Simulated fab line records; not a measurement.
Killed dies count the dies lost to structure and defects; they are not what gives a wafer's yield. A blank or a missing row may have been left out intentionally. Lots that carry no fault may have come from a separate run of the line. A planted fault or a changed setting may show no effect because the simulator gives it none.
Comparing a struck lot with a sound one	flow sky130	26 steps out of a route of 708
Sound: the wafers L737.1, L737.4, L737.5. The struck wafers were L746.2, L746.5, L746.6. The cause is given at the end.
Each step with rows lists, per side, the tool, then ch with its chambers, then its first start. Under that, the readings that differ: sound wafers	struck wafers	difference of the means	sigmas: that difference in standard deviations of wafers without a fault.
alike: same words and numbers on both sides, and readings whose means sit less than 2 such deviations apart. not compared: any withheld reading, any reading some wafer has no value for, any bound like >300 that may hide the same value, and any number with overlapping values for which the record gives no deviation.
The two part at a step that has a row with sigmas, a row that says differs or no value, or rows on one side only. When numbers do not overlap yet have no deviation, they are printed without sigmas and do not part them. A reading that every wafer of one side lacks parts them only if that side has two wafers or more.

SKY_PWDE_TW_MEAS_10:
  sound on film-metro-01 at day 4 16:10; struck on film-metro-03 at day 6 16:18
  alike: PWDE_TW
then, 7 steps without rows for these wafers: SKY_NWELL_DEHYDRATE_03 (time 60 s); SKY_NWELL_HMDS_04 (prime time 60 s); SKY_NWELL_COAT_05 (resist thk 3000 nm); SKY_NWELL_SOFTBAKE_06; SKY_NWELL_EXPOSE_07 (exposes mask NWM, target cd 840 nm); SKY_NWELL_PEB_08; SKY_NWELL_DEVELOP_09 (develop time 60 s).
SKY_NWELL_OVL_MEAS_10:
  sound on overlay-02 at day 5 08:49; struck on overlay-02 at day 7 11:30
  alike: NWELL_00_OVL
then, 3 steps without rows for these wafers: SKY_NWELL_IMPLANT_11; SKY_NWELL_IMPLANT_12; SKY_NWELL_IMPLANT_13.
SKY_NWELL_STRIP_14: strips in O2/N2.
  sound on plasma-asher-02 ch 0,1, day 5 09:17; struck on plasma-asher-03 ch 0,1, day 7 11:59
  no value came back on the struck wafers for chamber-pressure-mTorr (mTorr), drypump-motor-current-A (A), oes-product-au (a.u.), strip-time-to-endpoint-s (s); on the sound wafers chamber-pressure-mTorr (mTorr) reads 1501.4 1498.6 1497.0
reading	sound	struck	difference	sigmas
model.coat_of_NWELL_COAT_05.thk-nm (nm)	0 0 0	3009 3000 3002	+3004	
  not compared: rf-hours-counter-h
SKY_NWELL_TW_MEAS_15:
  sound on film-metro-01 at day 5 09:23; struck on film-metro-01 at day 7 12:05
  alike: NWELL_TW
then, 7 steps without rows for these wafers: SKY_NWELL_DEHYDRATE_16 (time 60 s); SKY_NWELL_HMDS_17 (prime time 60 s); SKY_NWELL_COAT_18 (resist thk 3000 nm); SKY_NWELL_SOFTBAKE_19; SKY_NWELL_EXPOSE_20 (exposes mask NWM COMPLEMENT, target cd 840 nm); SKY_NWELL_PEB_21; SKY_NWELL_DEVELOP_22 (develop time 60 s).
SKY_NWELL_OVL_MEAS_23:
  sound on overlay-01 at day 6 03:02; struck on overlay-02 at day 8 08:05
  alike: NWELL_01_OVL
after that, 1 step had no rows for these wafers: SKY_NWELL_IMPLANT_24.
SKY_NWELL_STRIP_25: strips in O2/N2.
  sound on plasma-asher-03 ch 0,1, day 6 03:14; struck on plasma-asher-02 ch 0,1, day 8 08:16
reading	sound	struck	difference	sigmas
oes-product-au (a.u.)	0.729 0.721 0.716	0.734 0.749 0.741	+0.019	+4
strip-time-to-endpoint-s (s)	36.98 36.91 36.81	81.27 81.18 81.19	+44.31	+99 or more
  alike: chamber-pressure-mTorr, drypump-motor-current-A
  not compared: rf-hours-counter-h
SKY_NWELL_TW_MEAS_26:
  sound on film-metro-02 at day 6 03:20; struck on film-metro-01 at day 8 08:22
reading	sound	struck	difference	sigmas
NWELL_2_TW	499 499 494	30 30 30	-467	-99 or more
then, 1 step without rows for these wafers: SKY_NWELL_CLEAN_27 (cleans in SC1/SC2, time 150 s).

## WHERE THEY PART
First at SKY_NWELL_STRIP_14; last, within this record, at SKY_NWELL_TW_MEAS_26.

WHY: what the simulator had put in
Beginning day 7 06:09, the whole step at SKY_NWELL_STRIP_14 was skipped on plasma-asher-03. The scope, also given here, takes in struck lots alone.
